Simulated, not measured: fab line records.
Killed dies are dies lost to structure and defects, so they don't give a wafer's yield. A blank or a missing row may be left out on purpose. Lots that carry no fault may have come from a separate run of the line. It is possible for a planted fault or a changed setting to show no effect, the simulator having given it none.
A lot that was struck, set against a sound lot + flow sky130 + 43 steps out of a route of 708
Sound: wafers L895.1, L895.5, L895.6. The struck wafers were L905.1, L905.4, L905.6. At the end, the cause is stated.
Order at every step that has rows: each side's tool, ch and its chambers, its first start. Under that, the readings that differ: sound wafers + struck wafers + difference of the means + sigmas: that difference in standard deviations of wafers without a fault.
alike: same words and numbers on both sides, and readings whose means sit less than 2 such deviations apart. not compared: any withheld reading, any reading some wafer has no value for, any bound like >300 that may hide the same value, and any number with overlapping values for which the record gives no deviation.
A row with sigmas, a row that says differs or no value, or rows on one side alone: a step with any of these is where the two part. Numbers that don't overlap but have no deviation are shown without sigmas and don't part them. A reading missing from all wafers of one side parts the sides only when that side holds two or more wafers.

first, 2 steps without rows for these wafers: SKY_DNWELL_DEVELOP_06 (develop time 60 s); SKY_DNWELL_IMPLANT_07.
SKY_DNWELL_STRIP_08: strips in O2/N2.
  sound on plasma-asher-01 ch 0,1, day 4 12:57; struck on plasma-asher-02 ch 0,1, day 6 19:15
| reading                      | sound             | struck            | difference | sigmas |
|------------------------------|-------------------|-------------------|------------|--------|
| strip-time-to-endpoint-s (s) | 36.85 36.87 36.85 | 37.01 37.01 37.07 | +0.17      | +2     |
  alike: drypump-motor-current-A, n2-flow-sccm, oes-product-au
  not compared: rf-hours-counter-h
SKY_DNWELL_TW_MEAS_09:
  sound on film-metro-04, day 4 13:03; struck on film-metro-04, day 6 19:21
  alike: DNWELL_TW
then, 7 steps without rows for these wafers: SKY_PWDE_DEHYDRATE_00 (time 60 s); SKY_PWDE_HMDS_01 (prime time 60 s); SKY_PWDE_COAT_02 (resist thk 3000 nm); SKY_PWDE_SOFTBAKE_03; SKY_PWDE_EXPOSE_04 (exposes mask PWDEM, target cd 840 nm); SKY_PWDE_PEB_05; SKY_PWDE_DEVELOP_06 (develop time 60 s).
SKY_PWDE_OVL_MEAS_07:
  sound on overlay-02, day 5 06:30; struck on overlay-02, day 7 14:22
  alike: PWDE_OVL
SKY_PWDE_IMPLANT_08:
  sound on implanter-03 ch 0, day 5 06:32; struck on implanter-03 ch 0, day 7 14:25
| reading            | sound                       | struck                        | difference | sigmas      |
|--------------------|-----------------------------|-------------------------------|------------|-------------|
| dose-ions-cm2      | 3.6e+12 3.599e+12 3.602e+12 | 5.901e+12 5.894e+12 5.893e+12 | +2.296e+12 | +99 or more |
| faraday-current-uA | 20.0 21.2 20.3              | 33.3 32.8 32.3                | +12.3      | +30         |
  alike: beam-energy-keV
SKY_PWDE_STRIP_09: strips in O2/N2.
  sound on plasma-asher-03 ch 0,1, day 5 06:41; struck on plasma-asher-01 ch 0,1, day 7 14:34
| reading                      | sound             | struck            | difference | sigmas |
|------------------------------|-------------------|-------------------|------------|--------|
| strip-time-to-endpoint-s (s) | 36.91 36.89 36.97 | 37.35 37.35 37.33 | +0.42      | +3     |
  alike: drypump-motor-current-A, n2-flow-sccm, oes-product-au
  not compared: rf-hours-counter-h
SKY_PWDE_TW_MEAS_10:
  sound on film-metro-02, day 5 06:48; struck on film-metro-04, day 7 14:53
| reading | sound       | struck      | difference | sigmas |
|---------|-------------|-------------|------------|--------|
| PWDE_TW | 372 372 373 | 444 441 441 | +70        | +20    |
  not compared: hold
then, 6 steps without rows for these wafers: SKY_NWELL_HMDS_04 (prime time 60 s); SKY_NWELL_COAT_05 (resist thk 3000 nm); SKY_NWELL_SOFTBAKE_06; SKY_NWELL_EXPOSE_07 (exposes mask NWM, target cd 840 nm); SKY_NWELL_PEB_08; SKY_NWELL_DEVELOP_09 (develop time 60 s).
SKY_NWELL_OVL_MEAS_10:
  sound on overlay-01, day 6 00:27; struck on overlay-01, day 8 10:53
  alike: NWELL_00_OVL
then, 3 steps without rows for these wafers: SKY_NWELL_IMPLANT_11; SKY_NWELL_IMPLANT_12; SKY_NWELL_IMPLANT_13.
SKY_NWELL_STRIP_14: strips in O2/N2.
  sound on plasma-asher-03 ch 0,1, day 6 00:56; struck on plasma-asher-04 ch 0,1, day 8 11:22
  alike: drypump-motor-current-A, n2-flow-sccm, oes-product-au, strip-time-to-endpoint-s
  not compared: rf-hours-counter-h
SKY_NWELL_TW_MEAS_15:
  sound on film-metro-03, day 6 01:02; struck on film-metro-04, day 8 11:28
| reading  | sound          | struck         | difference | sigmas |
|----------|----------------|----------------|------------|--------|
| NWELL_TW | 1772 1785 1784 | 1829 1828 1834 | +50        | +2     |
then, 7 steps without rows for these wafers: SKY_NWELL_DEHYDRATE_16 (time 60 s); SKY_NWELL_HMDS_17 (prime time 60 s); SKY_NWELL_COAT_18 (resist thk 3000 nm); SKY_NWELL_SOFTBAKE_19; SKY_NWELL_EXPOSE_20 (exposes mask NWM COMPLEMENT, target cd 840 nm); SKY_NWELL_PEB_21; SKY_NWELL_DEVELOP_22 (develop time 60 s).
SKY_NWELL_OVL_MEAS_23:
  sound on overlay-01, day 6 20:02; struck on overlay-01, day 9 09:03
  alike: NWELL_01_OVL
following that, these wafers have no rows for 1 step: SKY_NWELL_IMPLANT_24.
SKY_NWELL_STRIP_25: strips in O2/N2.
  sound on plasma-asher-04 ch 0,1, day 6 20:13; struck on plasma-asher-04 ch 0,1, day 9 09:14
  alike: drypump-motor-current-A, n2-flow-sccm, oes-product-au, strip-time-to-endpoint-s
  not compared: rf-hours-counter-h
SKY_NWELL_TW_MEAS_26:
  sound on film-metro-03, day 6 20:19; struck on film-metro-02, day 9 09:20
| reading    | sound       | struck      | difference | sigmas |
|------------|-------------|-------------|------------|--------|
| NWELL_2_TW | 486 488 485 | 498 498 497 | +11        | +2     |
then, 1 step without rows for these wafers: SKY_NWELL_CLEAN_27 (cleans in SC1/SC2, time 150 s).
SKY_NWELL_RTA_28: time 30 s.
  sound on rtp-anneal-01 ch 0, day 6 20:26; struck on rtp-anneal-01 ch 0, day 9 09:27
  alike: lamp-power-pct, wafer_temp_C_max
SKY_NWELL_RS_MEAS_29: uses a four-point probe to measure.
  sound on film-metro-03, day 6 20:32; struck on film-metro-04, day 9 09:33
  alike: NWELL_RS
SKY_NWELL_RS_MEAS_31: uses a four-point probe to measure.
  sound on film-metro-03, day 6 20:46; struck on film-metro-04, day 9 10:10
| reading          | sound          | struck         | difference | sigmas |
|------------------|----------------|----------------|------------|--------|
| PWDE_RS (ohm/sq) | 5270 5283 5243 | 3604 3601 3611 | -1660      | -92    |
  not compared: hold
SKY_PAD_OPEN_PROBE_99:
  the record holds rows for the sound wafers here (prober-01, day 47 07:14) but none for the struck ones

== WHERE THEY PART ==
At SKY_DNWELL_STRIP_08 first; at SKY_PAD_OPEN_PROBE_99 last (within this record only).

WHY: whatever the simulator had introduced
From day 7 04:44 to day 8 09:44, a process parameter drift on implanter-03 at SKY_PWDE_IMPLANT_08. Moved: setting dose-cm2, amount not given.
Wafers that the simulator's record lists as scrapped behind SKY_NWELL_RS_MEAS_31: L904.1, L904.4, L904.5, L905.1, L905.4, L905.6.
